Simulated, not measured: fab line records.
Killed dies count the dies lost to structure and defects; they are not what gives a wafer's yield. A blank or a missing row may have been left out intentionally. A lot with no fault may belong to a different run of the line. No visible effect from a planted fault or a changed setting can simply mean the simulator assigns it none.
Which of the tools did it?    flow gf180mcu    Sampling: 13 lots, 39 wafers, 6 of 602 route steps

WHAT EACH GAUGE READ, for each wafer
GF_SAB_THK_MEAS_01.
lot   measured      on            SAB_CVD_00_THK (nm)
L709  day 14 21:29  filmMetro-02  50.1 50.0 51.7
L710  day 15 04:39  filmMetro-03  50.2 51.5 50.8
L711  day 15 10:25  filmMetro-01  49.7 50.0 51.3
L712  day 15 14:47  filmMetro-01  48.8 51.0 49.6
L714  day 16 07:32  filmMetro-03  49.7 50.7 50.9
L715  day 16 18:47  filmMetro-02  50.7 49.4 50.5
L716  day 17 00:59  filmMetro-01  50.1 49.5 49.3
L717  day 17 06:35  filmMetro-01  50.6 50.7 50.1
L722  day 19 06:25  filmMetro-02  49.0 49.8 51.5
L727  day 21 00:24  filmMetro-03  48.3 50.1 49.7
L728  day 21 09:14  filmMetro-01  49.7 49.5 50.7
L729  day 21 15:34  filmMetro-01  49.4 49.6 50.8
L731  day 22 03:49  filmMetro-03  49.8 49.9 50.3

GF_CONTACT_RS_MEAS_25: the measuring method here is four-point-probe.
lot   measured      on            CONTACT_W_RS (ohm/sq)
L709  day 16 19:25  filmMetro-01  0.388 0.387 0.387
L710  day 17 02:46  filmMetro-01  0.384 0.386 0.387
L711  day 17 09:42  filmMetro-04  0.389 0.390 0.388
L712  day 17 12:50  filmMetro-03  0.387 0.386 0.386
L714  day 18 07:27  filmMetro-01  0.382 0.384 0.388
L715  day 18 19:10  filmMetro-01  0.381 0.380 0.382
L716  day 19 01:45  filmMetro-04  0.378 0.384 0.387
L717  day 19 08:24  filmMetro-01  0.384 0.388 0.384
L722  day 21 08:53  filmMetro-03  0.377 0.377 0.376
L727  day 23 01:25  filmMetro-04  0.560 0.567 0.568
L728  day 23 09:46  filmMetro-03  0.573 0.564 0.569
L729  day 23 15:23  filmMetro-01  0.386 0.382 0.383
L731  day 24 03:04  filmMetro-04  0.394 0.395 0.394

GF_CONTACT_THK_MEAS_26: measures by xrf.
lot   measured      on            CONTACT_W_THK (nm)
L709  day 16 19:32  filmMetro-01  295 298 297
L710  day 17 02:52  filmMetro-01  299 299 295
L711  day 17 09:49  filmMetro-04  297 296 299
L712  day 17 12:56  filmMetro-03  299 299 301
L714  day 18 07:33  filmMetro-01  301 298 296
L715  day 18 19:17  filmMetro-01  301 301 299
L716  day 19 01:52  filmMetro-04  306 301 297
L717  day 19 08:30  filmMetro-01  300 297 299
L722  day 21 08:59  filmMetro-03  306 306 306
L727  day 23 01:31  filmMetro-04  234 231 231
L728  day 23 09:52  filmMetro-03  229 234 230
L729  day 23 15:31  filmMetro-01  297 300 300
L731  day 24 03:10  filmMetro-04  294 295 296

GF_M1_THK_MEAS_06: measures by xrf.
lot   measured      on            M1_ALCU_THK (nm)
L709  day 16 20:14  filmMetro-02  448 444 443
L710  day 17 03:34  filmMetro-04  450 446 448
L711  day 17 10:31  filmMetro-02  445 442 451
L712  day 17 13:38  filmMetro-01  442 445 442
L714  day 18 08:17  filmMetro-02  449 450 448
L715  day 18 19:59  filmMetro-04  448 444 446
L716  day 19 02:34  filmMetro-04  448 447 444
L717  day 19 09:12  filmMetro-02  451 451 438
L722  day 21 09:41  filmMetro-04  438 440 442
L727  day 23 02:13  filmMetro-02  438 440 440
L728  day 23 10:34  filmMetro-01  449 444 446
L729  day 23 16:13  filmMetro-02  447 445 444
L731  day 24 03:52  filmMetro-01  447 443 447

WHAT TOOL EACH LOT RAN ON (gives the tool, then ch and the chambers of the sampled wafers, and finally the start)
lot   GF_SALICIDE_SPUTTER_02       GF_CONTACT_CVD_24
L709  pvdSputter-03, day 15 19:04  cvdW-02 ch 0,1, day 16 19:19
L710  pvdSputter-04, day 16 02:32  cvdW-02 ch 1, day 17 02:35
L711  pvdSputter-04, day 16 08:46  cvdW-02 ch 1, day 17 09:30
L712  pvdSputter-03, day 16 12:20  cvdW-02 ch 1, day 17 12:39
L714  pvdSputter-03, day 17 06:13  cvdW-01 ch 0,1, day 18 07:21
L715  pvdSputter-04, day 17 17:27  cvdW-01 ch 0,1, day 18 19:04
L716  pvdSputter-03, day 18 00:11  cvdW-02 ch 0,1, day 19 01:39
L717  pvdSputter-02, day 18 06:07  cvdW-01 ch 0,1, day 19 08:17
L722  pvdSputter-03, day 20 07:18  cvdW-01 ch 0,1, day 21 08:46
L727  pvdSputter-02, day 22 00:06  cvdW-01 ch 0, day 23 01:15
L728  pvdSputter-03, day 22 08:37  cvdW-01 ch 0, day 23 09:34
L729  pvdSputter-04, day 22 14:52  cvdW-02 ch 0, day 23 15:17
L731  pvdSputter-02, day 23 02:47  cvdW-02 ch 1, day 24 02:56
- GF_SALICIDE_SPUTTER_02: material Co, target thk 10 nm, time 20 s.
- GF_CONTACT_CVD_24: deposits W, target thk 300 nm, time 90.339 s.

AS READ BY THE TOOLS THEMSELVES (means over the sampled wafers that have a number; for cases with no such wafer, the mark the record gives instead)
GF_SALICIDE_SPUTTER_02.
lot   tool           throttleValvePct (%)
L709  pvdSputter-03  29.7
L710  pvdSputter-04  30.6
L711  pvdSputter-04  30.9
L712  pvdSputter-03  30.2
L714  pvdSputter-03  29.0
L715  pvdSputter-04  31.6
L716  pvdSputter-03  29.8
L717  pvdSputter-02  30.3
L722  pvdSputter-03  31.2
L727  pvdSputter-02  30.8
L728  pvdSputter-03  30.0
L729  pvdSputter-04  31.0
L731  pvdSputter-02  30.9

GF_CONTACT_CVD_24.
lot   tool     heaterPowerW (W)
L709  cvdW-02  922
L710  cvdW-02  887
L711  cvdW-02  901
L712  cvdW-02  890
L714  cvdW-01  806
L715  cvdW-01  820
L716  cvdW-02  922
L717  cvdW-01  816
L722  cvdW-01  813
L727  cvdW-01  769
L728  cvdW-01  764
L729  cvdW-02  988
L731  cvdW-02  911

THE ANSWER, worked out from the rows above alone
Rule: the lots themselves supply what counts as usual. The widest of any qualifying gaps counts: lots, ordered by their means at a reading, are off when they make up no more than a third of the lots, leave a main group of 4 or more, and stand apart from it by 3 or more times the standard deviation of that group's means. A main group whose means are all the same, to the digits that the tables above print for the reading, isn't used. A lot without any number at a reading at which 4 lots or more have one is off too. Where the step has rows for the other lots, those lots are counted as sound. After the gauges, taken in route order, come the tools' own readings; for these a lot's mean is taken, as printed above. At the first step where some lot is off, the reading lying furthest off is the one used; lots without a number count as furthest.
Off: L727, L728, seen at GF_CONTACT_RS_MEAS_25 (CONTACT_W_RS). For the main group the mean is 0.385 ohm/sq and the standard deviation 0.0043.
A tool fits if, at a process step before that reading, it ran every lot that is off, and no sound lot after the first of them. Those tools and the gauges at GF_CONTACT_RS_MEAS_25 are tried in the same way. One fits: cvdW-01 at GF_CONTACT_CVD_24. A fault onset in the window from L722 (day 21 08:46, its last sound lot) to L727 (day 23 01:15, its first lot off) fits.

WHAT THE SIMULATOR HAD INSERTED
Site profile drift: cvdW-01, from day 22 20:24 on, at GF_CONTACT_CVD_24. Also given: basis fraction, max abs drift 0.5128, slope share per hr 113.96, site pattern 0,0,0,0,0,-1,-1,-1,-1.
Shown lots that were struck: L727, L728. The rule given above showed the same thing.
